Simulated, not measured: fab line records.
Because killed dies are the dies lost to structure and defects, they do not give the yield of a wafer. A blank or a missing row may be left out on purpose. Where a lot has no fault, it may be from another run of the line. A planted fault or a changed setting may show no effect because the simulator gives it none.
Which tool did it? + flow sky130 + 11 lots with 33 wafers sampled at 5 steps, on a route of 708 steps

## WHAT THE GAUGES READ, wafer by wafer
SKY_VIA4_THK_MEAS_20: measures by xrf.
| lot  | measured     | on            | VIA4_W_THK (nm) |
|------|--------------|---------------|-----------------|
| L909 | day 44 03:44 | film_metro-04 | 478 491 484     |
| L911 | day 44 07:56 | film_metro-03 | 487 500 501     |
| L912 | day 44 09:12 | film_metro-02 | 506 512 501     |
| L913 | day 44 16:17 | film_metro-04 | 473 486 475     |
| L915 | day 45 10:28 | film_metro-04 | 479 483 486     |
| L920 | day 46 09:14 | film_metro-02 | 497 494 488     |
| L922 | day 46 13:26 | film_metro-03 | 493 491 497     |
| L924 | day 47 01:45 | film_metro-02 | 494 494 499     |
| L926 | day 47 11:27 | film_metro-04 | 481 484 477     |
| L927 | day 47 18:08 | film_metro-02 | 493 489 488     |
| L929 | day 48 10:13 | film_metro-02 | 501 511 503     |

SKY_PASSIVATION_THK_MEAS_01.
| lot  | measured     | on            | PASSIVATION_CVD_00_THK (nm) |
|------|--------------|---------------|-----------------------------|
| L909 | day 45 02:59 | film_metro-04 | 89.6 90.9 90.5              |
| L911 | day 45 07:37 | film_metro-04 | 89.6 89.7 91.7              |
| L912 | day 45 08:34 | film_metro-01 | 88.8 91.5 91.6              |
| L913 | day 45 14:48 | film_metro-04 | 91.6 91.6 90.5              |
| L915 | day 46 09:04 | film_metro-04 | 89.6 88.7 90.1              |
| L920 | day 47 07:24 | film_metro-04 | 161.9 89.7 91.0             |
| L922 | day 47 12:11 | film_metro-04 | 89.8 89.4 91.4              |
| L924 | day 47 23:01 | film_metro-01 | 87.8 90.1 89.5              |
| L926 | day 48 08:40 | film_metro-01 | 89.2 88.6 90.7              |
| L927 | day 48 15:14 | film_metro-01 | 89.5 90.9 90.7              |
| L929 | day 49 06:32 | film_metro-01 | 87.7 87.3 89.7              |

SKY_PASSIVATION_THK_MEAS_03.
| lot  | measured     | on            | PASSIVATION_CVD_02_THK (nm) |
|------|--------------|---------------|-----------------------------|
| L909 | day 45 03:23 | film_metro-01 | 526 530 534                 |
| L911 | day 45 07:53 | film_metro-04 | 532 541 550                 |
| L912 | day 45 08:50 | film_metro-04 | 544 553 553                 |
| L913 | day 45 15:05 | film_metro-04 | 535 543 539                 |
| L915 | day 46 09:20 | film_metro-03 | 533 535 546                 |
| L920 | day 47 07:41 | film_metro-01 | 548 542 556                 |
| L922 | day 47 12:28 | film_metro-04 | 543 541 556                 |
| L924 | day 47 23:25 | film_metro-03 | 529 542 534                 |
| L926 | day 48 08:56 | film_metro-03 | 543 538 548                 |
| L927 | day 48 15:31 | film_metro-04 | 528 531 545                 |
| L929 | day 49 06:49 | film_metro-03 | 541 547 547                 |

## EACH LOT AND THE TOOL THAT RAN IT (in order: tool; ch and the chambers of the sampled wafers; start)
| lot  | SKY_METAL5_DESCUM_14              | SKY_PASSIVATION_CVD_00          |
|------|-----------------------------------|---------------------------------|
| L909 | rie_metal-02 ch 0,1, day 45 02:05 | pecvd-04 ch 0,1,2, day 45 02:58 |
| L911 | rie_metal-03 ch 0,1, day 45 06:42 | pecvd-01 ch 0,1, day 45 07:35   |
| L912 | rie_metal-04 ch 0,1, day 45 07:31 | pecvd-03 ch 1,2, day 45 08:31   |
| L913 | rie_metal-04 ch 0,1, day 45 13:52 | pecvd-01 ch 0,1,2, day 45 14:47 |
| L915 | rie_metal-02 ch 0,1, day 46 08:09 | pecvd-03 ch 1,2, day 46 09:02   |
| L920 | rie_metal-04 ch 0,1, day 47 06:31 | pecvd-03 ch 0,1,2, day 47 07:23 |
| L922 | rie_metal-04 ch 0,1, day 47 10:57 | pecvd-01 ch 0,1,2, day 47 12:10 |
| L924 | rie_metal-03 ch 1, day 47 21:52   | pecvd-04 ch 0,1,2, day 47 23:00 |
| L926 | rie_metal-02 ch 0, day 48 07:46   | pecvd-04 ch 0,2, day 48 08:38   |
| L927 | rie_metal-04 ch 0,1, day 48 14:21 | pecvd-01 ch 1,2, day 48 15:13   |
| L929 | rie_metal-04 ch 0,1, day 49 05:39 | pecvd-04 ch 0,2, day 49 06:31   |
- SKY_METAL5_DESCUM_14: chemistry O2, time 11 s.
- SKY_PASSIVATION_CVD_00: deposits SiO2, target thk 90 nm.

## WHAT THE TOOLS THEMSELVES READ (means of the sampled wafers that have a number; where no wafer has one, the mark that the record gives instead)
SKY_METAL5_DESCUM_14.
| lot  | tool         | drypump_motor_current_A (A) | oes_product_au (a.u.) | rf_fwd_power_W (W) |
|------|--------------|-----------------------------|-----------------------|--------------------|
| L909 | rie_metal-02 | 6.06                        | 0.997                 | 147.7              |
| L911 | rie_metal-03 | 5.61                        | 0.995                 | 146.6              |
| L912 | rie_metal-04 | 5.69                        | 0.995                 | 145.9              |
| L913 | rie_metal-04 | 5.70                        | 1.005                 | 146.2              |
| L915 | rie_metal-02 | 5.80                        | 1.008                 | 147.6              |
| L920 | rie_metal-04 | 5.71                        | 0.999                 | 146.1              |
| L922 | rie_metal-04 | 5.70                        | 0.991                 | 145.9              |
| L924 | rie_metal-03 | 5.49                        | 1.012                 | 146.9              |
| L926 | rie_metal-02 | 6.29                        | 1.000                 | 147.2              |
| L927 | rie_metal-04 | 5.72                        | 0.994                 | 146.6              |
| L929 | rie_metal-04 | 5.68                        | 0.999                 | 146.0              |

SKY_PASSIVATION_CVD_00.
| lot  | tool     | heater_power_w (W) | rf_fwd_power_W (W) | susceptor_temp_C (C) |
|------|----------|--------------------|--------------------|----------------------|
| L909 | pecvd-04 | 565                | 594                | 400.15               |
| L911 | pecvd-01 | 607                | 592                | 399.95               |
| L912 | pecvd-03 | 683                | 586                | 399.90               |
| L913 | pecvd-01 | 629                | 589                | 399.93               |
| L915 | pecvd-03 | 713                | 585                | 399.75               |
| L920 | pecvd-03 | 653                | 585                | 400.17               |
| L922 | pecvd-01 | 626                | 589                | 399.85               |
| L924 | pecvd-04 | 594                | 592                | 399.76               |
| L926 | pecvd-04 | 596                | 589                | 400.40               |
| L927 | pecvd-01 | 664                | 592                | 400.16               |
| L929 | pecvd-04 | 534                | 592                | 399.98               |

## THE ANSWER, worked out from the rows above alone
Rule: usual is defined by the lots themselves. The widest of any qualifying gaps counts: lots, ordered by their means at a reading, are off when they make up no more than a third of the lots, leave a main group of 4 or more, and stand apart from it by 3 or more times the standard deviation of that group's means. The tables above print the reading to a certain number of digits; a main group whose means all agree to those digits is not used. Also off: a lot with no number at a reading for which 4 or more lots have one. Any other lot the step has rows for is counted as sound. Order of review: gauges by route order, followed by the tools' own readings, for which a lot's mean as printed above is used. At the first step where some lot is off, the reading lying furthest off is the one used; lots without a number count as furthest.
Off: at SKY_PASSIVATION_THK_MEAS_01 (PASSIVATION_CVD_00_THK), L920. The main group: mean 89.9 nm, standard deviation 0.82.
A tool fits if, at a process step before that reading, it ran every lot that is off, and no sound lot after the first of them. Gauges at SKY_PASSIVATION_THK_MEAS_01: tried the same way as those tools. One fits: pecvd-03 at SKY_PASSIVATION_CVD_00. A fault onset in the window from L915 (day 46 09:02, its last sound lot) to L920 (day 47 07:23, its first lot off) fits.

## WHAT WAS PUT IN BY THE SIMULATOR
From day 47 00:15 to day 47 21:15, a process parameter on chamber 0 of pecvd-03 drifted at SKY_PASSIVATION_CVD_00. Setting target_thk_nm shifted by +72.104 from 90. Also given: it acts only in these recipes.
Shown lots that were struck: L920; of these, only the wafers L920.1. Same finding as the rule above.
